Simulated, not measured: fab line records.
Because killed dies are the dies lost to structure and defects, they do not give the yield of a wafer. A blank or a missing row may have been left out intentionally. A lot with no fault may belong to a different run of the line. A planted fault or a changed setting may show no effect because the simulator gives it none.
8D (eight disciplines) problem report, filled in by code | flow gf180mcu | the parts of the form that need people (team, actions taken, sign-off) are left out

1. WHAT WENT WRONG
Wafers free of any fault read 0.0697 ohm/sq (standard deviation 0.00072) for M2_ALCU_RS at GF_M2_RS_MEAS_05, against a mean of 0.1107 ohm/sq on 5 wafers of 3 lots. That is +57 standard deviations from the usual mean.
The step: measures by four-point-probe.
First observed at day 20 04:40: wafer L429.6, on film metro-01. At this step, 31 wafers from 11 lots have a number in the record. Rule for "out", or "out of limits": more than 4 standard deviations from the usual mean. The rest of the wafers with a number are treated as sound.

2. WHAT IT IS; WHAT IT IS NOT
question                    | is                                          | is not
which readings at this step | M2_ALCU_RS                                  | -
which lots                  | L429, L430, L431                            | L424, L428, L436, L437, L442, L443, L446, L447
which wafers of those lots  | L429.6, L430.4, L430.6, L431.4, L431.6      | L429.1, L429.3
read on which gauges        | film metro-01, film metro-02, film metro-04 | -
when                        | from day 20 04:40                           | up to then (8 sound wafers); but 18 sound wafers of L436, L437, L442, L443, L446, L447 came after

3. THE SUSPECTS, EACH WITH WHAT RULES IT OUT
Counting: a tool at a process step up to the reading stays a suspect if it ran every lot that is out. Sound lots after the first of them don't rule it out here, since some wafers of a struck lot are sound.
- the gauge at GF_M2_RS_MEAS_05 is ruled out. 3 gauges (film metro-01, film metro-02, film metro-04) read the wafers that are out.
- pvd sputter-03 at GF_M2_SPUTTER_02 (material AlCu, target thk 450 nm, time 23.9 s): kept. It ran every lot that is out, first L429 (day 20 04:34).
After counting, what remains is pvd sputter-03 at GF_M2_SPUTTER_02.

4. THE CAUSE (what the simulator had put in)
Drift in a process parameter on pvd sputter-03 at GF_M2_SPUTTER_02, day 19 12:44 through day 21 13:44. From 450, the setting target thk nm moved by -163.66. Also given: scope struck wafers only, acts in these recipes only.
The count eliminated every tool but this one.

5. SEQUENCE OF EFFECTS, ordered by route
One row per reading whose mean, taken over the struck wafers that have a number, lies over 3 standard deviations from the usual. Only readings for which the record gives a usual standard deviation are gone through. hours: the time from each lot's start at the first step in this table that gives one to its start at this step, as a median over the lots. sigmas: the change in usual standard deviations.
hours | step              | reading     | usual         | on struck wafers | change  | sigmas
0     | GF_M2_RS_MEAS_05  | M2_ALCU_RS  | 0.0697 ohm/sq | 0.1107           | +0.0410 | +57
0     | GF_M2_THK_MEAS_06 | M2_ALCU_THK | 449 nm        | 284              | -165    | -31

6. WHAT WOULD HAVE CAUGHT IT SOONER
Counted from the fault's start at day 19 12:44, it took 16 hours until the first out-of-limits reading at a measuring or inspecting step in this record, taken at day 20 04:40.
Of the tool readings at GF_M2_SPUTTER_02 for which the record gives a usual standard deviation, none was out on any struck wafer, so an alarm limit of 4 standard deviations on them would not have fired.
L430, L431, from the lots that are out (3), started GF_M2_SPUTTER_02 on pvd sputter-03 later than day 20 04:40. A hold on the tool at that time would have spared those 2.
